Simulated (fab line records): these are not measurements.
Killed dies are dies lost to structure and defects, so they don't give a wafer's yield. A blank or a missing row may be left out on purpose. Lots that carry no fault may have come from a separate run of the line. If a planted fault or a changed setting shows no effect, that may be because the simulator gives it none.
Which of the tools did it?	flow gf180mcu	39 wafers from 13 lots sampled at 6 of the route's 602 steps

## WHAT THE GAUGES READ, wafer by wafer
GF_DUAL_GATE_THK_MEAS_03. Usual: DUAL_GATE_OXIDATION_00_THK gives 10.82 nm (standard deviation 0.25).
lot	measured	on	DUAL_GATE_OXIDATION_00_THK (nm)	flag
L199	day 7 18:24	film metro-02	11.13 11.11 11.10	
L200	day 7 19:50	film metro-03	11.06 10.68 10.94	
L201	day 8 07:43	film metro-02	10.79 10.69 10.63	
L202	day 8 11:23	film metro-03	10.63 10.98 10.66	
L204	day 9 00:59	film metro-02	10.96 11.07 11.22	
L205	day 9 08:33	film metro-03	11.07 11.03 11.13	
L206	day 9 12:19	film metro-01	10.92 10.84 10.82	
L208	day 10 09:19	film metro-03	10.53 10.66 10.86	
L216	day 12 15:24	film metro-03	10.73 10.50 10.47	
L218	day 13 01:29	film metro-03	11.06 11.10 11.16	
L219	day 13 06:16	film metro-01	10.64 10.74 10.53	
L220	day 13 14:41	film metro-01	10.91 10.75 11.02	
L222	day 14 08:33	film metro-01	10.45 10.72 10.79	

GF_POLY_GATE_CD_MEAS_10: the cd target is 280 nm. Usual: cd nm at 279.9 nm, with a standard deviation of 1.1.
lot	measured	on	cd nm (nm)	flag
L199	day 9 07:17	cd sem-02	281.2 280.7 281.0	
L200	day 9 11:14	cd sem-01	281.0 282.0 281.0	
L201	day 9 20:08	cd sem-02	281.5 280.5 280.3	
L202	day 10 00:56	cd sem-02	280.6 280.5 279.4	
L204	day 10 17:44	cd sem-02	278.5 278.4 279.6	
L205	day 10 23:36	cd sem-02	278.7 278.3 280.3	
L206	day 11 03:21	cd sem-02	280.2 280.4 279.9	
L208	day 12 03:51	cd sem-01	279.8 279.8 281.0	
L216	day 14 11:25	cd sem-01	277.3 277.2 277.3	
L218	day 15 00:46	cd sem-01	279.1 277.7 279.3	
L219	day 15 05:04	cd sem-02	281.3 281.0 280.1	
L220	day 15 13:19	cd sem-02	277.9 278.4 279.1	
L222	day 16 07:21	cd sem-01	280.6 280.4 280.5	

GF_HV_LDD_CD_MEAS_19: the cd target is 400 nm. Usual: cd nm at 400.3 nm, with a standard deviation of 2.4.
lot	measured	on	cd nm (nm)	flag
L199	day 10 20:54	cd sem-02	402.6 400.9 401.4	
L200	day 11 02:02	cd sem-02	401.1 401.5 402.0	
L201	day 11 10:59	cd sem-01	399.0 398.0 397.2	
L202	day 11 16:29	cd sem-01	399.8 401.8 402.4	
L204	day 12 10:08	cd sem-01	400.8 402.2 401.2	
L205	day 12 16:01	cd sem-01	402.1 402.9 399.9	
L206	day 12 20:04	cd sem-02	402.1 402.6 402.2	
L208	day 13 21:48	cd sem-02	397.3 396.1 395.0	
L216	day 16 10:11	cd sem-01	- - -	OFF
L218	day 17 00:42	cd sem-01	406.0 400.6 404.5	
L219	day 17 02:55	cd sem-02	402.2 400.7 400.8	
L220	day 17 13:09	cd sem-02	399.8 400.1 401.2	
L222	day 18 08:12	cd sem-01	400.9 399.8 399.4	

GF_HV_LDD_TW_MEAS_23. Usual: HV_LDD_2_TW gives 1054 (standard deviation 9.2).
lot	measured	on	HV_LDD_2_TW	flag
L199	day 10 21:19	film metro-02	1058 1060 1056	
L200	day 11 02:26	film metro-04	1067 1066 1071	
L201	day 11 11:23	film metro-01	1047 1057 1052	
L202	day 11 16:53	film metro-01	1059 1053 1050	
L204	day 12 10:32	film metro-02	1054 1052 1059	
L205	day 12 16:24	film metro-04	1062 1059 1066	
L206	day 12 20:26	film metro-02	1055 1056 1056	
L208	day 13 22:10	film metro-01	1050 1045 1054	
L216	day 16 10:35	film metro-04	30 30 30	OFF
L218	day 17 01:04	film metro-02	1037 1037 1039	
L219	day 17 03:19	film metro-04	1058 1062 1063	
L220	day 17 13:34	film metro-04	1061 1062 1055	
L222	day 18 08:37	film metro-04	1066 1059 1061	

## EACH LOT AND THE TOOL THAT RAN IT (in order: tool; ch and the chambers of the sampled wafers; start)
lot	GF_POLY_GATE_ETCH_13	GF_HV_LDD_EXPOSE_16
L199	rie si-01 ch 0,3, day 9 07:29	iline stepper-02 ch 0, day 10 11:31
L200	rie si-01 ch 0,1,2, day 9 11:26	iline stepper-02 ch 0, day 10 17:01
L201	rie si-02 ch 0,1,3, day 9 20:19	iline stepper-01 ch 0, day 11 01:35
L202	rie si-02 ch 0,1,3, day 10 01:08	iline stepper-01 ch 0, day 11 06:58
L204	rie si-01 ch 0,1,3, day 10 17:53	iline stepper-01 ch 0, day 12 00:09
L205	rie si-01 ch 1,2, day 10 23:47	iline stepper-02 ch 0, day 12 06:09
L206	rie si-01 ch 2,3, day 11 03:29	iline stepper-02 ch 0, day 12 10:21
L208	rie si-02 ch 0,3, day 12 03:59	iline stepper-01 ch 0, day 13 12:05
L216	rie si-02 ch 0,1,3, day 14 11:38	iline stepper-01 ch 0, day 15 23:19
L218	rie si-02 ch 1,2, day 15 00:55	iline stepper-02 ch 0, day 16 13:23
L219	rie si-02 ch 1,2, day 15 05:17	iline stepper-02 ch 0, day 16 15:09
L220	rie si-01 ch 1,2,3, day 15 13:32	iline stepper-02 ch 0, day 17 01:50
L222	rie si-01 ch 1,2,3, day 16 07:34	iline stepper-01 ch 0, day 17 20:41
- GF_POLY_GATE_ETCH_13: etches poly-Si in HBr/Cl2, stops on SiO2, target depth 198.5 nm, time 69.6 s.
- GF_HV_LDD_EXPOSE_16: exposes mask Pplus LV AREA, target cd 400 nm.

## WHAT THE TOOLS THEMSELVES READ (means of the sampled wafers that have a number; where no wafer has one, the mark that the record gives instead)
GF_POLY_GATE_ETCH_13. Usual: drypump motor current A 5.5 A, standard deviation 0.48; oes product au 0.992 a.u., standard deviation 0.0084; throttle valve pct 33.684 %, standard deviation 0.0098.
lot	tool	drypump motor current A (A)	oes product au (a.u.)	throttle valve pct (%)	flag
L199	rie si-01	5.0	0.999	33.682	
L200	rie si-01	5.0	0.989	33.672	
L201	rie si-02	5.8	0.997	33.689	
L202	rie si-02	5.8	0.984	33.680	
L204	rie si-01	5.2	0.981	33.688	
L205	rie si-01	5.3	0.993	33.683	
L206	rie si-01	5.4	0.990	33.679	
L208	rie si-02	5.8	0.997	33.685	
L216	rie si-02	5.8	1.000	33.684	
L218	rie si-02	6.0	1.002	33.684	
L219	rie si-02	6.0	0.996	33.682	
L220	rie si-01	5.4	0.993	33.690	
L222	rie si-01	5.4	0.988	33.687	

## THE ANSWER, worked out from the rows above alone
Rule: a lot counts as off when the mean over its wafers that have a number is more than 3 standard deviations away from the usual mean. Also off: a lot with no number at a reading for which 4 or more lots have one. All remaining lots with rows at the step are treated as sound. Order of review: gauges by route order, followed by the tools' own readings, for which a lot's mean as printed above is used. At the first step where some lot is off, the reading lying furthest off is the one used; lots without a number count as furthest.
Off: L216, at GF_HV_LDD_CD_MEAS_19 (cd nm). Without a number there: L216.
A tool fits if, at a process step before that reading, it ran every lot that is off, and no sound lot after the first of them. The gauges at GF_HV_LDD_CD_MEAS_19 aren't tried: what is off there is off at GF_HV_LDD_TW_MEAS_23 too, on other tools, and a gauge's error can't cause that. No candidate that was tried fits.

## WHAT THE SIMULATOR HAD PUT IN
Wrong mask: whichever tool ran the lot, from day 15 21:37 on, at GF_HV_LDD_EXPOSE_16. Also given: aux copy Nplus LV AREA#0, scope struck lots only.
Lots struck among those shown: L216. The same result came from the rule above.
